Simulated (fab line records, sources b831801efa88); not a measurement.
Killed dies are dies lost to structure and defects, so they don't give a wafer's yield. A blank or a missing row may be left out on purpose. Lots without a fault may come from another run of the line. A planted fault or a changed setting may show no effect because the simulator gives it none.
Problem report in the 8D (eight disciplines) form, filled by code | flow sky130 | the parts of the form that need people (team, actions taken, sign-off) are left out

1. THE PROBLEM
killed_at_front_end at SKY_PAD_OPEN_PROBE_99 reads a mean of 49 on 3 wafers of 1 lot; wafers without a fault read 15 with a standard deviation of 4.5. That is +7.6 standard deviations from the usual mean.
First seen on wafer L268.3, day 50 05:13, on prober-01. The record holds 19 wafers of 8 lots with a number at this step. Rule for "out", or "out of limits": more than 4 standard deviations from the usual mean. The other wafers with a number count as sound.

2. WHAT IT IS AND WHAT IT IS NOT
question                    | is                     | is not
which readings at this step | killed_at_front_end    | killed_at_M0_to_M3, killed_at_M4_up, killed_at_contacts, killed_at_other, killed_open, killed_short
which lots                  | L268                   | L254, L256, L257, L258, L259, L260, L263
which wafers of those lots  | all that have a number | -
read on which tools         | prober-01              | prober-02
when                        | from day 50 05:13      | up to then (16 sound wafers)

3. SUSPECTS, AND WHAT RULES EACH OUT
Counting: a tool at a process step up to the reading stays a suspect if it ran every lot that is out and no sound lot after the first of them.
- wet_bench-04 at SKY_SONOS_TUNNEL_STRIP_11 (strips in SPM, time 600 s): kept. It ran the lot that is out, L268 (day 17 10:56), and no sound lot after that; its last sound lot up to then is L259 (day 14 01:52).
- cvd_w-01 at SKY_LI_CONTACT_CVD_21 (deposits W, target thk 400 nm, time 120.56 s): kept. It ran the lot that is out, L268 (day 35 07:29), and no sound lot after that; its last sound lot up to then is L263 (day 32 22:23).
- pvd_sputter-01 at SKY_CONTACT_SPUTTER_23 (material TiN, target thk 20 nm, time 80 s): kept. It ran the lot that is out, L268 (day 37 14:58), and no sound lot after that; its last sound lot up to then is L263 (day 35 05:46).
- prober-01 at SKY_PAD_OPEN_PROBE_99: kept. It ran the lot that is out, L268 (day 50 05:13), and no sound lot after that; its last sound lot up to then is L263 (day 48 12:04). Its own readings are out on those wafers: killed_at_front_end.
Left after counting: wet_bench-04 at SKY_SONOS_TUNNEL_STRIP_11, cvd_w-01 at SKY_LI_CONTACT_CVD_21, pvd_sputter-01 at SKY_CONTACT_SPUTTER_23, prober-01 at SKY_PAD_OPEN_PROBE_99.

4. THE CAUSE (what the simulator had put in)
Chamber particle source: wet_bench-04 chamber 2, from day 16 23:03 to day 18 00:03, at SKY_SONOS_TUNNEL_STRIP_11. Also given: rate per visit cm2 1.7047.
Counting left 4 suspects, and this tool is among them.

5. THE CHAIN OF EFFECTS, in route order
Each row: a reading whose mean over the struck wafers that have a number lies more than 3 standard deviations from the usual. Only readings for which the record gives a usual standard deviation are gone through. hours: the time from each lot's start at the first step in this table that gives one to its start at this step, as a median over the lots. sigmas: the change in usual standard deviations.
hours | step                  | reading             | usual | on struck wafers | change | sigmas
0     | SKY_PAD_OPEN_PROBE_99 | killed_at_front_end | 15    | 49               | +34    | +7.6
The process steps in it:
- SKY_PAD_OPEN_PROBE_99

6. WHAT WOULD HAVE CAUGHT IT SOONER
In this record the first reading out of limits was taken at day 50 05:13, 798 hours after the fault began at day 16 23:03.
All the lots that are out (1) had begun SKY_SONOS_TUNNEL_STRIP_11 on wet_bench-04 by day 50 05:13. A hold on the tool at that time would have spared none of them.
